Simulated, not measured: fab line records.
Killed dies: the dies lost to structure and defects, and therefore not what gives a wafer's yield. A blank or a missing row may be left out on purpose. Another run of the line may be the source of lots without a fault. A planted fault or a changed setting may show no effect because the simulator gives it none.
Comparing a struck lot with a sound one + flow sky130 + 17 steps out of a route of 708
Sound: these wafers, L750.2, L750.3, L750.5. Wafers struck: L742.2, L742.4, L742.5. The cause is named last.
Per side, at each step with rows, come the tool, then ch with its chambers, and then its first start. Under that, the readings that differ: sound wafers + struck wafers + difference of the means + sigmas: that difference in standard deviations of wafers without a fault.
alike: a reading whose means differ by less than 2 such deviations, as well as words and numbers matching on both sides. not compared: withheld readings; readings where some wafer has no value; bounds like >300 that might hide an equal value; numbers whose values overlap and for which the record gives no deviation.
The two part at a step that has a row with sigmas, a row that says differs or no value, or rows on one side only. Numbers that have no deviation but don't overlap get no sigmas and don't part them. A reading missing from all wafers of one side parts the sides only when that side holds two or more wafers.

SKY_LDD_HVN_OVL_MEAS_07:
  struck on overlay-01, day 23 12:59; sound on overlay-01, day 26 09:04
| reading          | sound        | struck         | difference | sigmas |
|------------------|--------------|----------------|------------|--------|
| LDD_HVN_OVL (nm) | -0.3 1.9 1.0 | -2.4 -1.8 -2.0 | -2.9       | -2     |
then, 1 step without rows for these wafers: SKY_LDD_HVN_IMPLANT_08.
SKY_LDD_HVN_STRIP_09: strips in O2/N2.
  sound on plasma asher-02 ch 0,1, day 26 09:15; struck on plasma asher-04 ch 0,1, day 23 13:10
| reading                      | sound             | struck            | difference | sigmas |
|------------------------------|-------------------|-------------------|------------|--------|
| strip time to endpoint s (s) | 4.164 4.190 4.158 | 4.152 4.127 4.127 | -0.035     | -3     |
  alike: drypump motor current A, o2 flow sccm, oes product au
  not compared: rf hours counter h
SKY_LDD_HVN_TW_MEAS_10:
  struck on film metro-02, day 23 13:16; sound on film metro-04, day 26 09:22
  alike: LDD_HVN_TW
then, 7 steps without rows for these wafers: SKY_LDD_HVP_DEHYDRATE_00 (time 60 s); SKY_LDD_HVP_HMDS_01 (prime time 60 s); SKY_LDD_HVP_COAT_02 (resist thk 300 nm); SKY_LDD_HVP_SOFTBAKE_03 (time 60 s); SKY_LDD_HVP_EXPOSE_04 (exposes mask HVPTM, target cd 700 nm); SKY_LDD_HVP_PEB_05; SKY_LDD_HVP_DEVELOP_06 (develop time 57.28 s).
SKY_LDD_HVP_OVL_MEAS_07:
  struck on overlay-02, day 24 18:55; sound on overlay-01, day 27 15:07
  alike: LDD_HVP_OVL
SKY_LDD_HVP_IMPLANT_08:
  sound on implanter-03 ch 0, day 27 15:10; struck on implanter-03 ch 0, day 24 18:58
| reading            | sound            | struck            | difference | sigmas |
|--------------------|------------------|-------------------|------------|--------|
| beam on s (s)      | 9.69 10.30 10.07 | 11.99 11.83 12.07 | +1.94      | +10    |
| faraday current uA | 98.6 93.3 95.0   | 80.1 81.2 79.1    | -15.5      | -9     |
  alike: beam energy keV, end station pressure torr
SKY_LDD_HVP_STRIP_09: strips in O2/N2.
  sound on plasma asher-03 ch 0,1, day 27 15:17; struck on plasma asher-04 ch 0,1, day 24 19:05
  alike: drypump motor current A, o2 flow sccm, oes product au, strip time to endpoint s
  not compared: rf hours counter h
SKY_LDD_HVP_TW_MEAS_10:
  struck on film metro-04, day 24 19:12; sound on film metro-02, day 27 15:24
| reading    | sound             | struck            | difference | sigmas |
|------------|-------------------|-------------------|------------|--------|
| LDD_HVP_TW | 462.1 459.4 463.7 | 485.7 487.0 483.3 | +23.6      | +9     |
then, 1 step without rows for these wafers: SKY_LDD_LDN_DEHYDRATE_00 (time 60 s).
-- the record jumps here: 23 days lie between the struck wafers' starts before and after (it left off in module LDD_LDN and takes up again in module PAD_OPEN, whose first step shown is number 708 of the route) --
SKY_PAD_OPEN_PROBE_99:
  struck on prober-01, day 47 23:36; sound on prober-01, day 49 21:35
| reading                        | sound          | struck         | difference | sigmas |
|--------------------------------|----------------|----------------|------------|--------|
| killed at other                | 1 0 0          | 2 2 0          | +1         | +2     |
| model.etest.tip_p_5v.rs ohm sq | 2842 2865 2844 | 2558 2582 2582 | -276       |        |
  alike: killed_at_M0_to_M3, killed_at_M4_up, killed at contacts, killed at front end, killed dies, killed open, killed short

## WHERE THEY PART
At SKY_LDD_HVN_OVL_MEAS_07 first; at SKY_PAD_OPEN_PROBE_99 last (within this record only).

WHY: the cause the simulator had injected
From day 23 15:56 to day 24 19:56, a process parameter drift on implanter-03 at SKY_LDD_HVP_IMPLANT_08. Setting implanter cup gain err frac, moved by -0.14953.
